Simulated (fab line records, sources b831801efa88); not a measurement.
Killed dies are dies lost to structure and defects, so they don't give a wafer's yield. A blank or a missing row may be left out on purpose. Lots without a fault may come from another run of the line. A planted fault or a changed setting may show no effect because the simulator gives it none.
Problem report in the 8D (eight disciplines) form, filled by code | flow gf180mcu | the parts of the form that need people (team, actions taken, sign-off) are left out

1. THE PROBLEM
run_length_s at GF_SALICIDE_RTA_08 reads a mean of 95.3 s on 6 wafers of 2 lots; wafers without a fault read 58.8 s with a standard deviation of 0.45. That is +81 standard deviations from the usual mean.
The step: time 30 s.
First seen on wafer L106.2, day 18 20:02, on rtp_anneal-02. The record holds 18 wafers of 6 lots with a number at this step. Rule for "out", or "out of limits": more than 4 standard deviations from the usual mean. The other wafers with a number count as sound.

2. WHAT IT IS AND WHAT IT IS NOT
question                    | is                     | is not
which readings at this step | run_length_s           | anneal_temp_c_max, lamp_power_pct
which lots                  | L106, L107             | L103, L116, L119, L997
which wafers of those lots  | all that have a number | -
read on which tools         | rtp_anneal-02          | rtp_anneal-01
when                        | from day 18 20:02      | up to then (6 sound wafers); but 6 sound wafers of L116, L119 came after

3. SUSPECTS, AND WHAT RULES EACH OUT
Counting: a tool at a process step up to the reading stays a suspect if it ran every lot that is out and no sound lot after the first of them.
- rie_diel-04 at GF_SAB_ETCH_11 (etches SiO2 in C4F8/O2/Ar, target depth 55 nm, time 8.5 s): ruled out as a lasting fault. Sound lots L116 ran on it after its first lot that is out, L106 (day 18 19:15).
- plasma_asher-03 at GF_SAB_STRIP_13 (strips in O2/N2): kept. It ran every lot that is out, first L106 (day 18 19:25), and no sound lot after that; its last sound lot up to then is L997 (day 15 15:25).
- pvd_sputter-02 at GF_SALICIDE_SPUTTER_02 (material Co, target thk 10 nm, time 20 s): ruled out as a lasting fault. Sound lots L116 ran on it after its first lot that is out, L106 (day 18 19:35).
- pvd_sputter-02 at GF_SALICIDE_SPUTTER_03 (material TiN, target thk 20 nm, time 16.7 s): ruled out as a lasting fault. Sound lots L116 ran on it after its first lot that is out, L106 (day 18 19:37).
- rtp_anneal-02 at GF_SALICIDE_RTA_08 (time 30 s): ruled out as a lasting fault. Sound lots L116, L119 ran on it after its first lot that is out, L106 (day 18 20:02).
Left after counting: plasma_asher-03 at GF_SAB_STRIP_13.

4. THE CAUSE (what the simulator had put in)
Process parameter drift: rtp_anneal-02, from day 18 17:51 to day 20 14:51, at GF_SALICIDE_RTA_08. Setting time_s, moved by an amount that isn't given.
Counting ruled it out, wrongly.

5. THE CHAIN OF EFFECTS, in route order
Each row: a reading whose mean over the struck wafers that have a number lies more than 3 standard deviations from the usual. Only readings for which the record gives a usual standard deviation are gone through. hours: the time from each lot's start at the first step in this table that gives one to its start at this step, as a median over the lots. sigmas: the change in usual standard deviations.
hours | step               | reading      | usual  | on struck wafers | change | sigmas
0     | GF_SALICIDE_RTA_08 | run_length_s | 58.8 s | 95.3             | +36.5  | +81
The process steps in it:
- GF_SALICIDE_RTA_08: time 30 s.

6. WHAT WOULD HAVE CAUGHT IT SOONER
In this record the first reading out of limits was taken at day 18 20:02, 2 hours after the fault began at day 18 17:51.
